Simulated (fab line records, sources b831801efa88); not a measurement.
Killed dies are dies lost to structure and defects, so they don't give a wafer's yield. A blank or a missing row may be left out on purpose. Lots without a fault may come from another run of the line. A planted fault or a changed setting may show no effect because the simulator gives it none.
Tool commonality check | flow sky130 | 12 lots, 36 wafers sampled

WHY IT WAS OPENED
At SKY_NWELL_TW_MEAS_15 the reading NWELL_TW is flagged on 2 of 12 lots. Wafers without a fault read 1813, standard deviation 12.
Rule: a lot is flagged when every wafer of it that has a number lies more than 4 standard deviations from that mean, or none has a number. The other lots count as sound.

lot  | measured     | on            | NWELL_TW, wafer by wafer | flag
L414 | day 4 22:44  | film_metro-04 | 1812 1815 1817           |
L415 | day 5 01:40  | film_metro-03 | 1814 1816 1808           |
L417 | day 5 11:44  | film_metro-01 | 1818 1823 1819           |
L418 | day 5 18:41  | film_metro-01 | 1825 1827 1821           |
L419 | day 6 01:50  | film_metro-01 | 1825 1826 1823           |
L420 | day 6 06:20  | film_metro-04 | 1825 1821 1826           |
L422 | day 6 19:49  | film_metro-04 | 1678 1671 1689           | FLAGGED
L423 | day 7 01:39  | film_metro-03 | 1670 1668 1680           | FLAGGED
L429 | day 8 13:12  | film_metro-03 | 1807 1808 1806           |
L432 | day 9 08:24  | film_metro-01 | 1825 1820 1823           |
L434 | day 9 18:18  | film_metro-03 | 1829 1819 1821           |
L436 | day 10 03:25 | film_metro-03 | 1802 1818 1811           |
The numbers of the flagged lots are 1676 on average: -137 against the usual, or -11 standard deviations.

WHICH TOOL RAN EACH LOT
The record holds 2 process steps before the reading, out of a route of 708 steps. In each cell: the tool, then ch and the chambers that the sampled wafers went through, then the start.
lot  | flag    | SKY_FIELD_ISO_ETCH_14             | SKY_NWELL_IMPLANT_11
L414 |         | rie_diel-04 ch 0,2, day 2 11:16   | implanter-02 ch 0, day 4 22:11
L415 |         | rie_diel-01 ch 0,1,2, day 2 15:20 | implanter-02 ch 0, day 5 01:07
L417 |         | rie_diel-03 ch 0,2,3, day 3 01:57 | implanter-01 ch 0, day 5 11:11
L418 |         | rie_diel-04 ch 1,2,3, day 3 07:54 | implanter-04 ch 0, day 5 18:08
L419 |         | rie_diel-03 ch 0,3, day 3 14:18   | implanter-04 ch 0, day 6 01:17
L420 |         | rie_diel-04 ch 0,3, day 3 17:14   | implanter-01 ch 0, day 6 05:47
L422 | FLAGGED | rie_diel-01 ch 0,1,2, day 4 02:54 | implanter-04 ch 0, day 6 19:16
L423 | FLAGGED | rie_diel-01 ch 0,2, day 4 07:54   | implanter-04 ch 0, day 7 01:07
L429 |         | rie_diel-01 ch 1,3, day 5 16:25   | implanter-01 ch 0, day 8 12:40
L432 |         | rie_diel-03 ch 0,3, day 6 07:41   | implanter-02 ch 0, day 9 07:52
L434 |         | rie_diel-03 ch 0,1, day 6 18:30   | implanter-02 ch 0, day 9 17:46
L436 |         | rie_diel-01 ch 1,2, day 7 04:26   | implanter-04 ch 0, day 10 02:52
What these steps do:
- SKY_FIELD_ISO_ETCH_14: etches BARC in N2/H2, stops on SiO2, time 45.9 s, target depth 60 nm.
- SKY_NWELL_IMPLANT_11
- SKY_NWELL_TW_MEAS_15

FLAGGED OVER TOTAL, TOOL BY TOOL (the gauges that took the reading come last)
step                  | tool          | lots run | flagged | share of the flagged lots | sound lots run after its first flagged lot
SKY_FIELD_ISO_ETCH_14 | rie_diel-01   | 5        | 2       | all                       | 2 (L429,L436)
SKY_FIELD_ISO_ETCH_14 | rie_diel-03   | 4        | 0       | none                      | -
SKY_FIELD_ISO_ETCH_14 | rie_diel-04   | 3        | 0       | none                      | -
SKY_NWELL_IMPLANT_11  | implanter-01  | 3        | 0       | none                      | -
SKY_NWELL_IMPLANT_11  | implanter-02  | 4        | 0       | none                      | -
SKY_NWELL_IMPLANT_11  | implanter-04  | 5        | 2       | all                       | 1 (L436)
SKY_NWELL_TW_MEAS_15  | film_metro-01 | 4        | 0       | none                      | -
SKY_NWELL_TW_MEAS_15  | film_metro-03 | 5        | 1       | some                      | 3 (L429,L434,L436)
SKY_NWELL_TW_MEAS_15  | film_metro-04 | 3        | 1       | some                      | 0

WHAT THE TABLE ALLOWS
2 rows of the table ran every flagged lot: rie_diel-01 at SKY_FIELD_ISO_ETCH_14, implanter-04 at SKY_NWELL_IMPLANT_11.
- rie_diel-01 at SKY_FIELD_ISO_ETCH_14: 2 of its 5 lots flagged. Sound lots ran on it after the first flagged one (L429, L436), which a lasting fault on the whole tool wouldn't allow.
- implanter-04 at SKY_NWELL_IMPLANT_11: 2 of its 5 lots flagged. Sound lots ran on it after the first flagged one (L436), which a lasting fault on the whole tool wouldn't allow. Its own readings lie more than 4 standard deviations out on every wafer of the flagged lots: beam_on_s, faraday_current_uA.
No row of the table ran every flagged lot and no sound lot after the first.

WHAT THE SIMULATOR HAD PUT IN
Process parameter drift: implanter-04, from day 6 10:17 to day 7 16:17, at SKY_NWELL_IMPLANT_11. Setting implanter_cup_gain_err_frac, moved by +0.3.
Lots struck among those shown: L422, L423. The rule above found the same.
